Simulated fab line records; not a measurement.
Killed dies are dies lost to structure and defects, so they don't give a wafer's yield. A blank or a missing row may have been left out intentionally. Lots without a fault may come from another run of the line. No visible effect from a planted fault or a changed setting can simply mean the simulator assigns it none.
Comparing a struck lot with a sound one || flow sfqLine || 17 steps out of a route of 325
Sound: these wafers, L233.2, L233.3, L233.5. Wafers struck: L251.3, L251.5. The cause is given at the end.
For every step that has rows: the tool of each side, followed by ch and its chambers, followed by its first start. Under that, the readings that differ: sound wafers || struck wafers || difference of the means || sigmas: that difference in standard deviations of wafers without a fault.
alike: readings whose means differ by less than 2 such deviations, and words and numbers that are the same on both sides. not compared: withheld readings, readings that some wafer has no value for, bounds like >300 that may hide the same value, and numbers for which the record gives no deviation and whose values overlap.
The two part at a step that has a row with sigmas, a row that says differs or no value, or rows on one side only. When numbers do not overlap yet have no deviation, they are printed without sigmas and do not part them. A reading missing from all wafers of one side parts the sides only when that side holds two or more wafers.

SFQ_TRILAYER_I7_VIA_STRIP_STRIP_191: strips in O2.
  sound on rieMetal-03 ch 0,1, day 71 19:20; struck on rieMetal-02 ch 1, day 80 17:04
  alike: drypumpMotorCurrentA, oesProductAu
  not compared: rfHoursCounterH
then, 8 steps without rows for these wafers: SFQ_TRILAYER_I7_VIA_STRIP_SOLV_CLEAN_192 (cleans in NMP, time 600 s); SFQ_TRILAYER_M8_LITHO_LOR_COAT_197; SFQ_TRILAYER_M8_LITHO_LOR_BAKE_198; SFQ_TRILAYER_M8_LITHO_COAT_193 (resist thk 600 nm); SFQ_TRILAYER_M8_LITHO_SOFTBAKE_199; SFQ_TRILAYER_M8_LITHO_EXPOSE_194 (exposes mask M8, target cd 2000 nm); SFQ_TRILAYER_M8_LITHO_PEB_196 (peb time 60 s); SFQ_TRILAYER_M8_LITHO_DEVELOP_195 (img clear 15 s, time 55 s).
-- the record jumps here: 3 days lie between the struck wafers' starts before and after --
SFQ_M8_OVL_MEAS_948:
  sound on overlay-02, day 72 09:32; struck on overlay-01, day 83 11:41
  alike: M8_OVL
then, 2 steps without rows for these wafers: SFQ_TRILAYER_M8_DEP_EVAP_197 (material Ti, target thk 20 nm, time 100 s); SFQ_TRILAYER_M8_DEP_EVAP_198 (material Pt, target thk 50 nm, time 250 s).
SFQ_TRILAYER_M8_DEP_EVAP_196: material Au, target thk 180 nm, time 900 s.
  sound on pvdSputter-01, day 72 09:48; struck on pvdSputter-01, day 83 11:56
{"reading": "model.Au_of_TRILAYER_M8_DEP_EVAP_196.thkNm (nm)", "sound": "181.4 180.8 181.6", "struck": "186.4 184", "difference": "+3.9", "sigmas": ""}
SFQ_M8_RS_MEAS_949: measures by four-point-probe.
  sound on filmMetro-01, day 72 10:20; struck on filmMetro-01, day 83 12:30
{"reading": "M8_AU_RS (ohm/sq)", "sound": "0.1526 0.1529 0.1522", "struck": "0.1484 0.1502", "difference": -0.0033, "sigmas": -2}
SFQ_M8_THK_MEAS_950: measures by xrf.
  sound on filmMetro-01, day 72 10:27; struck on filmMetro-01, day 83 12:36
{"reading": "M8_AU_THK (nm)", "sound": "179.0 178.0 179.6", "struck": "184.5 182.5", "difference": "+4.6", "sigmas": "+2"}
then, 1 step without rows for these wafers: SFQ_TRILAYER_M8_LIFTOFF_LIFTOFF_197 (chemistry NMP, time 600 s).
SFQ_M8_BOW_MEAS_951:
  sound on filmMetro-03, day 72 10:41; struck on filmMetro-04, day 83 12:52
{"reading": "model.etest.m8.ohmSq", "sound": "0.1524 0.1529 0.1523", "struck": "0.1483 0.1502", "difference": -0.0033, "sigmas": ""}
  alike: M8_BOW

## WHERE THEY PART
Earliest at SFQ_M8_RS_MEAS_949; latest, in this record, at SFQ_M8_THK_MEAS_950. Later steps at which nothing parts them and some readings are alike: SFQ_M8_BOW_MEAS_951.

WHY: what had been put in by the simulator
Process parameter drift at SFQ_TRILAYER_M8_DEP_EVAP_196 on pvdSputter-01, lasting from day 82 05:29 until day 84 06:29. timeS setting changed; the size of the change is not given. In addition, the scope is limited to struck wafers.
